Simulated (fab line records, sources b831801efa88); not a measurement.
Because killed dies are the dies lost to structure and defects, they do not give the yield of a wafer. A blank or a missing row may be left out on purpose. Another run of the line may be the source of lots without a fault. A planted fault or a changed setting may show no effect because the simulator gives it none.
Struck lot and sound lot, side by side + flow sky130 + 18 steps out of a route of 708
Sound: wafers L685.1, L685.3, L685.5. Struck: wafers L694.2, L694.3. (L694.4 of the same lot was not struck and is left out.) The cause comes at the end.
Each step with rows lists, per side, the tool, then ch with its chambers, then its first start. Under that, the readings that differ: sound wafers + struck wafers + difference of the means + sigmas: that difference in standard deviations of wafers without a fault.
alike: readings with means less than 2 such deviations apart, plus words and numbers identical on both sides. not compared: withheld readings, readings lacking a value on some wafer, bounds such as >300 that could conceal the same value, and numbers that have no deviation in the record and whose values overlap.
The two part at a step that has a row with sigmas, a row that says differs or no value, or rows on one side only. Numbers that have no deviation but don't overlap get no sigmas and don't part them. Lack of a reading on every wafer of one side parts them only where that side has two or more wafers.

first, 9 steps without rows for these wafers: SKY_CAP2M_CLEAN_17 (cleans in O3/DIW); SKY_METAL4_DEHYDRATE_05 (time 60 s); SKY_METAL4_HMDS_06 (prime time 60 s); SKY_METAL4_COAT_07 (resist thk 60 nm); SKY_METAL4_COAT_08 (resist thk 1140 nm); SKY_METAL4_SOFTBAKE_09 (time 90 s); SKY_METAL4_EXPOSE_10 (exposes mask MM4, target cd 300 nm); SKY_METAL4_PEB_11; SKY_METAL4_DEVELOP_12 (develop time 60 s).
SKY_METAL4_CD_MEAS_13: target cd 300 nm.
  sound: cd sem-01 at day 41 19:56; struck: cd sem-02 at day 44 22:25
  alike: cd nm
SKY_METAL4_OVL_MEAS_14:
  sound: overlay-02 at day 41 20:03; struck: overlay-01 at day 44 22:31
  alike: METAL4_OVL
SKY_METAL4_DESCUM_15: chemistry O2, time 8 s.
  sound on rie metal-04 ch 0,1, day 41 20:05; struck on rie metal-03 ch 1, day 44 22:33
| reading                     | sound             | struck      | difference | sigmas |
|-----------------------------|-------------------|-------------|------------|--------|
| drypump motor current A (A) | 5.0 5.2 5.2       | 6.2 6.2     | +1.1       | +2     |
| oes product au (a.u.)       | 1.009 1.019 1.026 | 0.994 0.997 | -0.022     | -2     |
  not compared: rf hours counter h
SKY_METAL4_ETCH_16: etches BARC in N2/H2, stops on SiO2, time 88.2 s, target depth 60 nm.
  sound on rie metal-04 ch 0,1, day 41 20:07; struck on rie metal-03 ch 1, day 44 22:35
| reading                                       | sound                | struck        | difference | sigmas |
|-----------------------------------------------|----------------------|---------------|------------|--------|
| drypump motor current A (A)                   | 5.0 5.2 5.2          | 6.2 6.2       | +1.1       | +2     |
| oes product au (a.u.)                         | 0.620 0.619 0.613    | 1.014 1.005   | +0.392     | +83    |
| run length s (s)                              | 116.8 115.9 115.5    | 56.2 55.7     | -60.1      | -67    |
| throttle valve pct (%)                        | 13.194 13.204 13.211 | 13.236 13.217 | +0.024     | +2     |
| model.KrF-thick_of_METAL4_COAT_08.thk nm (nm) | 1070 1071 1071       | 1107 1104     | +35        |        |
| model.etch.depth nm (nm)                      | 59.74 59.66 59.79    | 48.39 48.33   | -11.37     |        |
| model.METAL4.cd nm (nm)                       | 297 299.7 300.6      | 312.2 312.9   | +13.4      |        |
  not compared: rf hours counter h
SKY_METAL4_ETCH_17: etches SiO2 in C4F8/O2/Ar, stops on TiN, time 3.9 s, target depth 15 nm.
  sound on rie diel-01 ch 2,3, day 41 20:13; struck on rie diel-04 ch 2,3, day 44 22:41
| reading               | sound             | struck      | difference | sigmas |
|-----------------------|-------------------|-------------|------------|--------|
| oes product au (a.u.) | 0.756 0.741 0.743 | 0.404 0.401 | -0.344     | -49    |
  not compared: rf hours counter h
SKY_METAL4_METAL_ETCH_18: etches the open film in Cl2/BCl3, stops on SiO2, target depth 845 nm, time 183.1 s.
  sound on rie metal-03 ch 0,1, day 41 20:14; struck on rie metal-04 ch 1, day 44 22:41
| reading                                       | sound             | struck      | difference | sigmas |
|-----------------------------------------------|-------------------|-------------|------------|--------|
| oes product au (a.u.)                         | 0.874 0.868 0.865 | 0.415 0.409 | -0.457     | -64    |
| model.KrF-thick_of_METAL4_COAT_08.thk nm (nm) | 530.9 515.6 530.5 | 573.5 562.8 | +42.5      |        |
| model.METAL4.cd nm (nm)                       | 302 302.8 304.4   | 310.2 312.7 | +8.4       |        |
  alike: drypump motor current A, run length s, throttle valve pct
  not compared: rf hours counter h
SKY_METAL4_STRIP_19: strips in O2/N2.
  sound on plasma asher-01 ch 0, day 41 20:25; struck on plasma asher-04 ch 1, day 44 22:52
| reading                      | sound             | struck      | difference | sigmas |
|------------------------------|-------------------|-------------|------------|--------|
| drypump motor current A (A)  | 5.0 5.0 5.0       | 5.8 5.8     | +0.8       | +2     |
| oes product au (a.u.)        | 0.496 0.501 0.497 | 0.525 0.519 | +0.024     | +4     |
| strip time to endpoint s (s) | 6.57 6.42 6.58    | 6.98 6.89   | +0.41      | +4     |
  not compared: rf hours counter h
then, 1 step without rows for these wafers: SKY_METAL4_STRIP_20 (strips in post etch residue remover, time 1200 s).
-- the record jumps here: 4 days lie between the struck wafers' starts before and after (it left off in module METAL4 and takes up again in module PAD_OPEN, whose first step shown is number 708 of the route) --
SKY_PAD_OPEN_PROBE_99:
  sound: prober-02 at day 45 20:37; struck: prober-02 at day 48 11:28
| reading                  | sound          | struck   | difference | sigmas      |
|--------------------------|----------------|----------|------------|-------------|
| defect limited yield (%) | 82.7 80.1 78.9 | 11.6 9.3 | -70.1      | -37         |
| killed_at_M4_up          | 3 4 1          | 350 363  | +354       | +99 or more |
| killed dies              | 85 98 104      | 435 446  | +345       | +38         |
| killed on rim            | 22 17 17       | 92 92    | +73        | +18         |
  alike: killed_at_M0_to_M3, killed at contacts, killed at front end, killed at other, killed open, killed short

WHERE THEY PART
Earliest at SKY_METAL4_DESCUM_15; latest, in this record, at SKY_PAD_OPEN_PROBE_99.

WHY: what the simulator had put in
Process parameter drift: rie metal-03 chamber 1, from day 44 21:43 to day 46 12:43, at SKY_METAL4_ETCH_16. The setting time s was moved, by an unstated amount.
